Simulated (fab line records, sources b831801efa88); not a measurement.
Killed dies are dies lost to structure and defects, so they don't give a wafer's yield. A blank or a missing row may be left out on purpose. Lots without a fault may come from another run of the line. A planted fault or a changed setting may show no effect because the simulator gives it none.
A struck lot beside a sound one | flow gf180mcu | 36 steps out of a route of 602
Sound: wafers L504.1, L504.2, L504.3. Struck: wafers L508.2, L508.3, L508.5. The cause comes at the end.
At each step with rows: each side's tool, then ch and its chambers, then its first start. Under that, the readings that differ: sound wafers | struck wafers | difference of the means | sigmas: that difference in standard deviations of wafers without a fault.
alike: readings whose means differ by less than 2 such deviations, and words and numbers that are the same on both sides. not compared: withheld readings, readings that some wafer has no value for, bounds like >300 that may hide the same value, and numbers for which the record gives no deviation and whose values overlap.
The two part at a step that has a row with sigmas, a row that says differs or no value, or rows on one side only. Numbers that don't overlap but have no deviation are shown without sigmas and don't part them. A reading that every wafer of one side lacks parts them only if that side has two wafers or more.

GF_HV_LDD_STRIP_49: strips in O2/N2.
  sound on plasma_asher-02 ch 0,1, day 12 07:07; struck on plasma_asher-04 ch 0,1, day 13 21:43
  reading            | sound       | struck      | difference | sigmas
  heater_power_w (W) | 332 360 352 | 289 331 293 | -44        | -3
  alike: drypump_motor_current_A, oes_product_au, strip_time_to_endpoint_s
  not compared: rf_hours_counter_h
GF_HV_LDD_TW_MEAS_50:
  sound on film_metro-01, day 12 07:13; struck on film_metro-04, day 13 21:49
  alike: HV_LDD_4_TW
then, 1 step without rows for these wafers: GF_HV_LDD_CLEAN_51 (cleans in SC1/SC2, time 150 s).
GF_HV_LDD_RTA_52: time 10 s.
  sound on rtp_anneal-02 ch 0, day 12 07:20; struck on rtp_anneal-02 ch 0, day 13 21:56
  alike: lamp_power_pct, wafer_temp_C_max
GF_HV_LDD_RS_MEAS_53: measures by four-point-probe.
  sound on film_metro-01, day 12 07:28; struck on film_metro-04, day 13 22:01
  alike: HV_LDD_RS
then, 1 step without rows for these wafers: GF_HV_LDD_CVD_54 (deposits SiO2 from TEOS, target thk 10 nm, time 75 s).
GF_HV_LDD_THK_MEAS_55:
  sound on film_metro-01, day 12 08:36; struck on film_metro-01, day 13 23:08
  alike: HV_LDD_CVD_54_THK
then, 1 step without rows for these wafers: GF_HV_LDD_CVD_56 (deposits Si3N4 from DCS/NH3, target thk 90 nm, time 1543 s).
GF_HV_LDD_THK_MEAS_57:
  sound on film_metro-01, day 12 10:05; struck on film_metro-04, day 14 00:38
  alike: HV_LDD_CVD_56_THK
GF_HV_LDD_ETCHBACK_58: etches Si3N4 in CH3F/O2, stops on SiO2, time 100 s, target depth 90 nm.
  sound on rie_diel-03 ch 0,2,3, day 12 10:09; struck on rie_diel-03 ch 1,2,3, day 14 00:41
  alike: O2_flow_sccm, drypump_motor_current_A, oes_product_au, throttle_valve_pct
  not compared: rf_hours_counter_h
then, 2 steps without rows for these wafers: GF_NSD_DEHYDRATE_00 (time 60 s); GF_NSD_HMDS_01 (prime time 60 s).
GF_NSD_COAT_02: resist thk 1000 nm.
  sound on litho_track-02 ch 0, day 12 19:49; struck on litho_track-03, day 14 10:20
  no value came back on the struck wafers for chill_plate_temp_C (C), dispense_pressure_kPa (kPa), exhaust_pa (Pa); on the sound wafers chill_plate_temp_C (C) reads 23.17 23.07 23.05
then, 4 steps without rows for these wafers: GF_NSD_SOFTBAKE_03 (time 60 s); GF_NSD_EXPOSE_04 (exposes mask Nplus, target cd 400 nm); GF_NSD_PEB_05; GF_NSD_DEVELOP_06 (develop time 60 s).
GF_NSD_CD_MEAS_07: target cd 400 nm.
  sound on cd_sem-02, day 13 06:19; struck on cd_sem-01, day 14 21:53
  reading    | sound             | struck | difference                    | sigmas
  cd_nm (nm) | 399.4 400.9 400.6 | - - -  | no value on the struck wafers |
GF_NSD_OVL_MEAS_08:
  sound on overlay-01, day 13 06:26; struck on overlay-02, day 14 21:59
  reading      | sound          | struck | difference                    | sigmas
  NSD_OVL (nm) | -1.3 -2.3 -1.5 | - - -  | no value on the struck wafers |
then, 2 steps without rows for these wafers: GF_NSD_IMPLANT_09; GF_NSD_IMPLANT_10.
GF_NSD_STRIP_11: strips in O2/N2.
  sound on plasma_asher-04 ch 0,1, day 13 06:46; struck on plasma_asher-01 ch 0,1, day 14 22:19
  no value came back on the struck wafers for oes_product_au (a.u.), strip_time_to_endpoint_s (s); on the sound wafers oes_product_au (a.u.) reads 0.493 0.481 0.490
  alike: drypump_motor_current_A, heater_power_w
  not compared: rf_hours_counter_h
GF_NSD_TW_MEAS_12:
  sound on film_metro-02, day 13 06:52; struck on film_metro-02, day 14 22:26
  alike: NSD_TW
then, 7 steps without rows for these wafers: GF_PSD_DEHYDRATE_00 (time 60 s); GF_PSD_HMDS_01 (prime time 60 s); GF_PSD_COAT_02 (resist thk 1000 nm); GF_PSD_SOFTBAKE_03 (time 60 s); GF_PSD_EXPOSE_04 (exposes mask Pplus, target cd 400 nm); GF_PSD_PEB_05; GF_PSD_DEVELOP_06 (develop time 60 s).
GF_PSD_CD_MEAS_07: target cd 400 nm.
  sound on cd_sem-02, day 14 02:40; struck on cd_sem-02, day 15 19:54
  alike: cd_nm
GF_PSD_OVL_MEAS_08:
  sound on overlay-01, day 14 02:47; struck on overlay-01, day 15 20:00
  alike: PSD_OVL
then, 1 step without rows for these wafers: GF_PSD_IMPLANT_09.
GF_PSD_STRIP_10: strips in O2/N2.
  sound on plasma_asher-04 ch 0,1, day 14 02:58; struck on plasma_asher-02 ch 0,1, day 15 20:11
  alike: drypump_motor_current_A, heater_power_w, oes_product_au, strip_time_to_endpoint_s
  not compared: rf_hours_counter_h
GF_PSD_TW_MEAS_11:
  sound on film_metro-02, day 14 03:04; struck on film_metro-03, day 15 20:31
  reading | sound          | struck         | difference | sigmas
  PSD_TW  | 3188 3187 3209 | 4275 4286 4286 | +1088      | +57
  not compared: hold
GF_PASSIVATION_PROBE_99:
  the record has rows for the sound wafers here (prober-01, day 28 22:17) and none for the struck ones

WHERE THEY PART
First at GF_HV_LDD_STRIP_49; last, within this record, at GF_PASSIVATION_PROBE_99.

WHY: what the simulator had put in
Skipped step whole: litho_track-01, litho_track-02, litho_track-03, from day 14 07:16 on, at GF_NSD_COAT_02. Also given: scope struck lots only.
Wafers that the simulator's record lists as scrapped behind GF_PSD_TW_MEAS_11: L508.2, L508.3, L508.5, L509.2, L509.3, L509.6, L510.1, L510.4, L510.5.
